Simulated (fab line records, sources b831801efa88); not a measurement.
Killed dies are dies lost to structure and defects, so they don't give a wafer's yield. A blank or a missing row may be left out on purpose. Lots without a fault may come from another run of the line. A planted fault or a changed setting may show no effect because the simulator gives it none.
fab line records | flow sky130
record lots=11 wafers=33 last_day=50
route steps=708 shown GATE_OXIDE@201 POLY_GATE@231 LDD_P@265 LDD_HVN@269
lots that met no fault: from a run of the same line without faults
start_h: hours from the record's first day to the start of the lot's first wafer shown | wait_h: hours since the lot's step before | " the same as in the row above | L1.1+2: a row that stands for several wafers | - no value, or no start given | * or withheld: withheld | < > ~ a bound
route shown NAME@n: a module of which the file shows steps, and the number in the route of the first | usual: mean/standard deviation of fault-free wafers | same: alike in all rows | chamber/n: place in a boat | sites: the reading at each site | _std_site: their standard deviation | _edge_site: outer sites' mean less inner sites' | radius_mm: how far each site lies from the wafer's centre | mask NAME#n: copy n | behind: the tool/chamber that last shaped the wafer | hold: why the lot was held/for how many hours/how that ended | device: the transistor (n, p or np) that didn't switch | end of line: the same wafers' tests at the end of the route | a step without rows: its recipe alone | killed: dies lost to structure and defects at the first sort, not the wafer's yield | map: a wafer's dies, x killed, . not, _ none there
set.NAME: the setting as run; set.NAME@STEP: as run at that earlier step | model.NAME: the simulator's own value behind a step, which no gauge read
steps of the route over a sample of lots; a table a step, a row a wafer
services: from which hour (start_h, from the record's first day; less than 0 if before it) a tool's chamber was out of use, for how many hours, and why
## steps
# step SKY_GATE_OXIDE_TW_MEAS_14
# usual GATE_OXIDE_TW=222.1/1.3
# columns lot.wafer tool chamber start_h wait_h GATE_OXIDE_TW
L789.1 film_metro-01 - 319.47 0.1 222.4
L789.2 " - " " 222.9
L789.3 " - " " 222.1
L790.1 film_metro-03 - 339.68 0.1 221.3
L790.2 " - " " 220.4
L790.3 " - " " 220.5
L792.4 film_metro-03 - 345.61 0.1 222.0
L792.5 " - " " 220.9
L792.6 " - " " 221.9
L794.1 film_metro-04 - 357.18 0.1 227.0
L794.3 " - " " 225.7
L794.6 " - " " 225.3
L793.2 film_metro-03 - 360.44 0.1 223.5
L793.3 " - " " 222.6
L793.4 " - " " 221.6
L801.3 film_metro-01 - 437.00 0.1 220.4
L801.4 " - " " 222.1
L801.6 " - " " 220.3
L802.1 film_metro-01 - 437.40 0.1 220.7
L802.2 " - " " 220.1
L802.4 " - " " 221.1
L805.1 film_metro-03 - 451.92 0.1 221.3
L805.2 " - " " 223.1
L805.5 " - " " 221.3
L806.1 film_metro-04 - 454.62 0.1 222.4
L806.5 " - " " 221.7
L806.6 " - " " 222.3
L808.1 film_metro-04 - 473.04 0.1 221.6
L808.3 " - " " 222.8
L808.6 " - " " 224.4
L809.4 film_metro-04 - 486.28 0.1 221.1
L809.5 " - " " 221.9
L809.6 " - " " 222.3
# step SKY_POLY_GATE_ETCH_17
# recipe target_depth_nm=180 stop_on=SiO2 over_etch_frac=0.56667 chemistry=HBr/Cl2 target=poly-Si icp_w=400 bias_w=100 pressure_mtorr=10 HBr_flow_sccm=150 Cl2_flow_sccm=50 time_s=70.5
# usual drypump_motor_current_A=5.3/0.33 oes_product_au=0.987/0.0066 throttle_valve_pct=33.684/0.0088
# columns lot.wafer tool chamber start_h wait_h drypump_motor_current_A oes_product_au rf_hours_counter_h throttle_valve_pct
L789.1 rie_si-01 1 379.77 0.0 4.8 0.992 25 33.671
L789.2 " 0 " " 5.0 1.002 1 33.677
L789.3 " 2 " " 5.3 0.990 57 33.694
L790.1 rie_si-01 0 401.20 0.0 5.0 0.993 2 33.686
L790.2 " 1 " " 4.8 0.982 25 33.687
L790.3 " 3 " " 5.4 0.994 3 33.673
L792.4 rie_si-02 3 411.08 0.0 5.7 0.981 - 33.673
L792.5 " 0 " " 5.8 0.989 - 33.666
L792.6 " 1 " " 5.5 0.983 - 33.689
L793.2 rie_si-01 2 425.07 0.0 5.3 0.993 58 33.686
L793.3 " 3 " " 5.4 0.988 4 33.685
L793.4 " 0 " " 5.0 0.985 2 33.666
L794.1 rie_si-02 1 427.50 0.0 5.5 0.985 1 33.672
L794.3 " 0 " " 5.8 0.982 2 33.686
L794.6 " 0 " " 5.8 0.980 - 33.679
L801.3 rie_si-01 0 502.70 0.0 5.0 0.991 2 33.682
L801.4 " 3 " " 5.4 0.988 - 33.686
L801.6 " 0 " " 4.9 0.991 - 33.694
L802.1 rie_si-02 2 504.30 0.0 5.3 0.982 0 33.685
L802.2 " 3 " " 5.7 0.985 4 33.685
L802.4 " 0 " " 5.8 0.991 2 33.680
L805.1 rie_si-01 1 517.00 0.0 4.8 0.986 26 33.690
L805.2 " 3 " " 5.4 0.985 4 33.678
L805.5 " 1 " " 4.8 0.980 - 33.680
L806.1 rie_si-02 3 519.32 0.0 5.7 0.979 5 33.678
L806.5 " 2 " " 5.2 0.985 - 33.692
L806.6 " 1 " " 5.5 0.983 - 33.698
L808.1 rie_si-02 3 540.75 0.0 5.7 0.989 5 33.695
L808.3 " 1 " " 5.5 0.985 2 33.701
L808.6 " 2 " " 5.2 0.983 - 33.666
L809.4 rie_si-01 0 550.80 0.0 5.0 1.002 2 33.684
L809.5 " 0 " " 5.0 0.987 - 33.694
L809.6 " 1 " " 4.8 0.990 - 33.689
# step SKY_LDD_P_STRIP_10
# recipe chemistry=O2/N2 power_w=1400 pressure_mtorr=1500 platen_temp_c=withheld o2_flow_sccm=3000 n2_flow_sccm=300 overash_fraction=0.5
# usual drypump_motor_current_A=5.6/0.4 o2_flow_sccm=2999/10 oes_product_au=0.716/0.0047 strip_time_to_endpoint_s=14.18/0.042
# same overash_fraction=0.5
# columns lot.wafer tool chamber start_h wait_h drypump_motor_current_A o2_flow_sccm oes_product_au rf_hours_counter_h strip_time_to_endpoint_s
L789.1 plasma_asher-03 1 443.99 0.1 5.4 2985 0.719 2 14.21
L789.2 " 0 " " 5.3 3004 0.717 2 14.22
L789.3 " 1 " " 5.4 3005 0.723 - 14.22
L790.1 plasma_asher-02 1 464.29 0.1 5.3 2993 0.712 76 14.20
L790.2 " 0 " " 6.4 3000 0.721 76 14.16
L790.3 " 1 " " 5.4 3017 0.713 - 14.18
L792.4 plasma_asher-02 0 475.02 0.1 6.4 2995 0.716 - 14.23
L792.5 " 0 " " 6.4 3014 0.712 - 14.22
L792.6 " 1 " " 5.4 2974 0.716 - 14.22
L793.2 plasma_asher-04 1 490.17 0.1 5.8 3010 0.722 67 14.17
L793.3 " 0 " " 5.5 2995 0.718 - 14.14
L793.4 " 1 " " 5.8 3021 0.719 - 14.23
L794.1 plasma_asher-04 1 492.49 0.1 5.8 2988 0.719 67 14.19
L794.3 " 1 " " 5.8 3005 0.715 - 14.18
L794.6 " 0 " " 5.4 2991 0.712 - 14.18
L801.3 plasma_asher-04 1 566.97 0.1 5.8 3005 0.713 - 14.15
L801.4 " 0 " " 5.4 2996 0.721 - 14.17
L801.6 " 1 " " 5.8 3000 0.710 - 14.16
L802.1 plasma_asher-02 0 567.24 0.1 6.4 3006 0.716 87 14.23
L802.2 " 1 " " 5.4 2996 0.714 87 14.22
L802.4 " 0 " " 6.3 2993 0.716 - 14.19
L805.1 plasma_asher-03 0 579.59 0.1 5.3 2983 0.718 15 14.23
L805.2 " 1 " " 5.4 3018 0.710 15 14.18
L805.5 " 1 " " 5.4 3010 0.721 - 14.16
L806.1 plasma_asher-04 1 581.09 0.1 5.8 2982 0.710 75 14.12
L806.5 " 0 " " 5.4 2993 0.711 - 14.14
L806.6 " 1 " " 5.8 2985 0.718 - 14.16
L808.1 plasma_asher-02 1 602.44 0.1 5.4 2988 0.715 90 14.20
L808.3 " 0 " " 6.4 3001 0.716 - 14.19
L808.6 " 0 " " 6.4 2994 0.717 - 14.26
L809.4 plasma_asher-02 0 613.17 0.1 6.4 2988 0.708 - 14.10
L809.5 " 0 " " 6.4 3004 0.711 - 14.11
L809.6 " 1 " " 5.4 2996 0.714 - 14.08
# step SKY_LDD_HVN_COAT_02
# recipe resist=NOVOLAK spin_rpm=3000 resist_thk_nm=300
# columns lot.wafer tool chamber start_h wait_h
L789.1+2+3 litho_track-02 0 459.91 0.1
L790.1+2+3 litho_track-01 0 478.33 0.1
L792.4+5+6 litho_track-02 0 490.39 0.1
L793.2+3+4 litho_track-03 0 504.71 0.1
L794.1+3+6 litho_track-01 0 507.58 0.1
L801.3+4+6 litho_track-01 0 581.23 0.1
L802.1+2+4 litho_track-02 0 581.96 0.1
L805.1+2+5 litho_track-02 0 594.06 0.1
L806.1+5+6 litho_track-02 0 595.66 0.1
L808.1+3+6 litho_track-03 0 617.28 0.1
L809.4+5+6 litho_track-02 0 627.34 0.1
# step SKY_LDD_HVN_STRIP_09
# recipe chemistry=O2/N2 power_w=1400 pressure_mtorr=1500 platen_temp_c=withheld o2_flow_sccm=3000 n2_flow_sccm=300 overash_fraction=0.5
# usual drypump_motor_current_A=5.44/0.18 o2_flow_sccm=2999/9.6 oes_product_au=0.409/0.0047 strip_time_to_endpoint_s=4.137/0.014
# same overash_fraction=0.5
# columns lot.wafer tool chamber start_h wait_h drypump_motor_current_A o2_flow_sccm oes_product_au rf_hours_counter_h strip_time_to_endpoint_s
L789.1 plasma_asher-01 0 475.02 0.1 5.33 3015 0.407 36 4.131
L789.2 " 1 " " 5.32 2991 0.414 36 4.127
L789.3 " 0 " " 5.34 3011 0.416 - 4.121
L790.1 plasma_asher-03 0 494.95 0.1 5.23 2992 0.404 6 4.123
L790.2 " 1 " " 5.41 3008 0.407 6 4.141
L790.3 " 0 " " 5.30 3007 0.411 - 4.143
L792.4 plasma_asher-01 0 505.30 0.1 5.39 3012 0.407 - 4.132
L792.5 " 0 " " 5.35 3011 0.411 - 4.118
L792.6 " 1 " " 5.34 2985 0.407 - 4.141
L793.2 plasma_asher-04 0 523.12 0.1 5.43 2992 0.408 70 4.169
L793.3 " 1 " " 5.80 3004 0.401 - 4.161
L793.4 " 0 " " 5.43 3007 0.398 - 4.160
L794.1 plasma_asher-03 1 523.30 0.1 5.38 2992 0.410 9 4.166
L794.3 " 0 " " 5.27 2996 0.405 - 4.141
L794.6 " 1 " " 5.39 3006 0.412 - 4.154
L801.3 plasma_asher-01 0 597.05 0.1 5.36 3001 0.407 - 4.027
L801.4 " 1 " " 5.28 2996 0.412 - 4.145
L801.6 " 1 " " 5.26 3008 0.402 - 4.128
L802.1 plasma_asher-03 0 597.42 0.1 5.26 2997 0.411 17 4.123
L802.2 " 1 " " 5.38 3004 0.409 17 4.111
L802.4 " 0 " " 5.26 2997 0.408 - 4.110
L805.1 plasma_asher-03 0 608.90 0.1 5.28 3007 0.407 18 4.146
L805.2 " 1 " " 5.38 3007 0.409 18 4.137
L805.5 " 1 " " 5.35 3002 0.408 - 4.155
L806.1 plasma_asher-01 0 610.50 0.1 5.35 3020 0.395 50 4.122
L806.5 " 1 " " 5.36 3002 0.408 - 4.133
L806.6 " 0 " " 5.38 3017 0.404 - 4.132
L808.1 plasma_asher-04 0 631.27 0.1 5.43 3003 0.416 80 4.144
L808.3 " 1 " " 5.81 3004 0.410 - 4.133
L808.6 " 1 " " 5.81 3011 0.410 - 4.153
L809.4 plasma_asher-01 0 642.75 0.1 5.35 2998 0.407 - 4.126
L809.5 " 1 " " 5.31 3002 0.406 - 4.124
L809.6 " 0 " " 5.37 3003 0.406 - 4.140
## services
# columns tool chamber start_h hours kind
plasma_asher-02 - 357.80 4.2 repair
plasma_asher-03 - 399.36 2.8 pm
plasma_asher-01 - 409.06 2.8 pm
plasma_asher-03 - 421.25 9.0 pm
plasma_asher-03 0 421.25 9.0 vent_cycle
plasma_asher-03 1 421.25 9.0 vent_cycle
plasma_asher-03 0 430.25 - clean
plasma_asher-03 1 430.25 - clean
litho_track-02 - 437.12 - consumable_replace:filter
plasma_asher-02 - 439.92 2.3 repair
rie_si-01 0 445.24 5.7 repair
rie_si-02 - 445.98 0.2 repair
plasma_asher-02 - 469.74 0.5 repair
rie_si-01 - 498.36 0.9 repair
plasma_asher-04 - 524.63 2.8 pm
rie_si-02 0 551.82 4.9 repair
plasma_asher-04 - 555.81 2.4 repair
plasma_asher-04 - 562.71 0.5 repair
rie_si-02 - 582.27 2.8 pm
rie_si-02 0 600.08 2.0 repair
plasma_asher-03 - 611.41 1.9 repair
plasma_asher-01 - 618.65 1.5 repair
rie_si-01 2 620.50 10.2 repair
rie_si-01 1 622.49 7.1 repair
## key
first_sign step=SKY_LDD_HVN_STRIP_09 reading=strip_time_to_endpoint_s direction=down sigmas=7.8 usual=* struck=*
effect none on later readings
met_at SKY_LDD_HVN_COAT_02
struck_lots L801
struck_wafers L801.3
tester_left_out L801
not_acting_at SKY_GATE_OXIDE_TW_MEAS_14,SKY_POLY_GATE_ETCH_17,SKY_LDD_P_STRIP_10
onset_between 507.58 581.23
fault kind=process_parameter_drift tool=litho_track-01 chamber=- onset_h=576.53 steps=SKY_LDD_HVN_COAT_02 channel=resist_thk_nm offset=-7.2462 shape=step end_h=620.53 scope=struck_wafers_only acts_in=these_recipes_only stated=300
# tester_left_out: of these lots the tester's yield and bins aren't shown, on N5 and GAA mostly nor the transistor test; their killed dies are dies lost to structure and defects alone, not to doping, threshold or leakage, so they don't give the yield
